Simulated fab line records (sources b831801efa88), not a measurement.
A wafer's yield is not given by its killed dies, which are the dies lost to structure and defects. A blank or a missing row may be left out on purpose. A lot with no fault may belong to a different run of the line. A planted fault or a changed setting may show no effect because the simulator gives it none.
Which tool is to blame? ; flow sky130 ; 36 wafers from 12 lots sampled at 5 of the route's 708 steps

== WHAT THE GAUGES READ, wafer by wafer ==
SKY_SONOS_TUNNEL_CD_MEAS_07 targets a cd of 410 nm. Usual: cd-nm at 410.3 nm, with a standard deviation of 2.6.
lot;measured;on;cd-nm (nm);flag
L585;day 11 20:46;cd-sem-01;408.4 406.0 407.7;
L586;day 12 05:25;cd-sem-02;412.0 408.8 410.5;
L590;day 13 10:47;cd-sem-02;409.9 409.7 409.8;
L591;day 13 18:34;cd-sem-02;411.3 409.0 412.2;
L593;day 14 12:22;cd-sem-01;404.0 405.4 404.8;
L595;day 14 18:28;cd-sem-01;409.9 411.3 410.1;
L600;day 16 20:44;cd-sem-01;408.7 408.4 409.3;
L601;day 17 00:36;cd-sem-02;409.8 411.6 409.8;
L602;day 17 11:07;cd-sem-01;412.3 411.3 413.4;
L603;day 18 00:18;cd-sem-01;414.9 415.4 415.9;
L604;day 18 09:58;cd-sem-02;415.3 414.0 415.2;
L607;day 19 01:14;cd-sem-02;413.3 411.3 412.8;

SKY_SONOS_ONO_CD_MEAS_13 targets a cd of 410 nm. Usual: cd-nm at 408.9 nm, with a standard deviation of 2.1.
lot;measured;on;cd-nm (nm);flag
L585;day 13 04:37;cd-sem-01;405.2 404.1 405.6;
L586;day 13 12:31;cd-sem-02;406.8 408.0 406.9;
L590;day 14 18:05;cd-sem-02;407.1 405.6 408.4;
L591;day 15 06:31;cd-sem-01;406.9 407.4 408.5;
L593;day 16 04:49;cd-sem-01;407.9 408.2 407.4;
L595;day 16 06:09;cd-sem-02;409.6 409.3 409.0;
L600;day 18 08:50;cd-sem-02;409.2 409.8 408.9;
L601;day 18 12:50;cd-sem-02;410.4 408.7 408.7;
L602;day 18 23:31;cd-sem-02;409.8 409.1 410.4;
L603;day 19 13:30;cd-sem-02;413.9 415.4 410.8;
L604;day 19 23:09;cd-sem-02;410.5 412.9 413.5;
L607;day 20 13:44;cd-sem-02;407.3 405.7 408.0;

SKY_GATE_OXIDE_TW_MEAS_14. Usual: GATE_OXIDE_TW 222.0, standard deviation 0.96.
lot;measured;on;GATE_OXIDE_TW;flag
L585;day 14 08:10;film-metro-04;223.0 222.1 222.6;
L586;day 14 16:05;film-metro-01;220.3 221.9 220.3;
L590;day 15 23:57;film-metro-04;221.2 221.1 221.6;
L591;day 16 13:22;film-metro-01;230.2 229.0 228.9;OFF
L593;day 17 13:02;film-metro-03;229.6 228.6 229.6;OFF
L595;day 17 13:24;film-metro-03;221.3 221.5 222.0;
L600;day 19 16:58;film-metro-01;223.0 221.7 222.5;
L601;day 19 22:32;film-metro-01;222.6 222.4 223.4;
L602;day 20 08:51;film-metro-04;222.4 223.3 223.0;
L603;day 21 00:56;film-metro-01;220.4 221.7 220.8;
L604;day 21 11:13;film-metro-01;222.1 222.0 222.0;
L607;day 21 22:24;film-metro-01;220.4 220.5 221.4;

== EACH LOT AND THE TOOL THAT RAN IT (in order: tool; ch and the chambers of the sampled wafers; start) ==
lot;SKY_VT_ADJUST_PCH_STRIP_09;SKY_GATE_OXIDE_IMPLANT_11
L585;plasma-asher-02 ch 0, day 10 21:11;implanter-02 ch 0, day 14 07:47
L586;plasma-asher-02 ch 0,1, day 11 05:02;implanter-02 ch 0, day 14 15:43
L590;plasma-asher-04 ch 0,1, day 12 08:50;implanter-04 ch 0, day 15 23:37
L591;plasma-asher-04 ch 0,1, day 12 16:43;implanter-04 ch 0, day 16 13:01
L593;plasma-asher-03 ch 0,1, day 13 10:44;implanter-04 ch 0, day 17 12:41
L595;plasma-asher-04 ch 0,1, day 13 16:02;implanter-03 ch 0, day 17 13:05
L600;plasma-asher-04 ch 0,1, day 15 16:59;implanter-04 ch 0, day 19 16:37
L601;plasma-asher-03 ch 0, day 15 19:50;implanter-04 ch 0, day 19 22:11
L602;plasma-asher-04 ch 0,1, day 16 07:20;implanter-04 ch 0, day 20 08:32
L603;plasma-asher-03 ch 0,1, day 16 19:23;implanter-02 ch 0, day 21 00:37
L604;plasma-asher-02 ch 0,1, day 17 04:00;implanter-03 ch 0, day 21 10:53
L607;plasma-asher-04 ch 0,1, day 17 18:56;implanter-04 ch 0, day 21 22:04
- SKY_VT_ADJUST_PCH_STRIP_09: strips in O2/N2.
- SKY_GATE_OXIDE_IMPLANT_11

== WHAT THE TOOLS THEMSELVES READ (means of the sampled wafers that have a number; where no wafer has one, the mark that the record gives instead) ==
SKY_VT_ADJUST_PCH_STRIP_09. Usual: drypump-motor-current-A 5.5 A, standard deviation 0.34; oes-product-au 0.723 a.u., standard deviation 0.0043; strip-time-to-endpoint-s 36.96 s, standard deviation 0.11.
lot;tool;drypump-motor-current-A (A);oes-product-au (a.u.);strip-time-to-endpoint-s (s);flag
L585;plasma-asher-02;5.3;0.721;36.87;
L586;plasma-asher-02;5.2;0.718;36.84;
L590;plasma-asher-04;6.0;0.722;36.93;
L591;plasma-asher-04;6.0;0.725;36.95;
L593;plasma-asher-03;5.4;0.724;37.09;
L595;plasma-asher-04;6.0;0.720;36.88;
L600;plasma-asher-04;6.0;0.724;37.08;
L601;plasma-asher-03;5.6;0.721;36.85;
L602;plasma-asher-04;5.9;0.725;36.82;
L603;plasma-asher-03;5.5;0.727;36.85;
L604;plasma-asher-02;5.2;0.722;37.01;
L607;plasma-asher-04;6.0;0.720;36.99;

SKY_GATE_OXIDE_IMPLANT_11. Usual: beam-energy-keV at 10.000, with a standard deviation of 0.0031.
lot;tool;beam-energy-keV;flag
L585;implanter-02;10.000;
L586;implanter-02;10.003;
L590;implanter-04;9.998;
L591;implanter-04;11.492;OFF
L593;implanter-04;11.494;OFF
L595;implanter-03;10.001;
L600;implanter-04;9.998;
L601;implanter-04;9.998;
L602;implanter-04;10.004;
L603;implanter-02;9.998;
L604;implanter-03;10.001;
L607;implanter-04;9.999;

== THE ANSWER, worked out from the rows above alone ==
Rule: a lot is off if the mean of its wafers that have a number lies more than 3 standard deviations from the usual mean. Also off: a lot with no number at a reading for which 4 or more lots have one. Where the step has rows for the other lots, those lots are counted as sound. The gauges are gone through in route order, then the tools' own readings, and for those a lot's mean is taken as printed above. At the first step where some lot is off, the reading lying furthest off is the one used; lots without a number count as furthest.
Off: at SKY_GATE_OXIDE_TW_MEAS_14 (GATE_OXIDE_TW), L591, L593.
If a tool, at a process step before that reading, ran all the lots that are off and no sound lot after the first of them, it fits. Not tried: the gauges at SKY_GATE_OXIDE_TW_MEAS_14; whatever is off there is also off at SKY_GATE_OXIDE_IMPLANT_11, on other tools, and gauge error can't account for it. None of those tried fits.

== WHAT THE SIMULATOR HAD PUT IN ==
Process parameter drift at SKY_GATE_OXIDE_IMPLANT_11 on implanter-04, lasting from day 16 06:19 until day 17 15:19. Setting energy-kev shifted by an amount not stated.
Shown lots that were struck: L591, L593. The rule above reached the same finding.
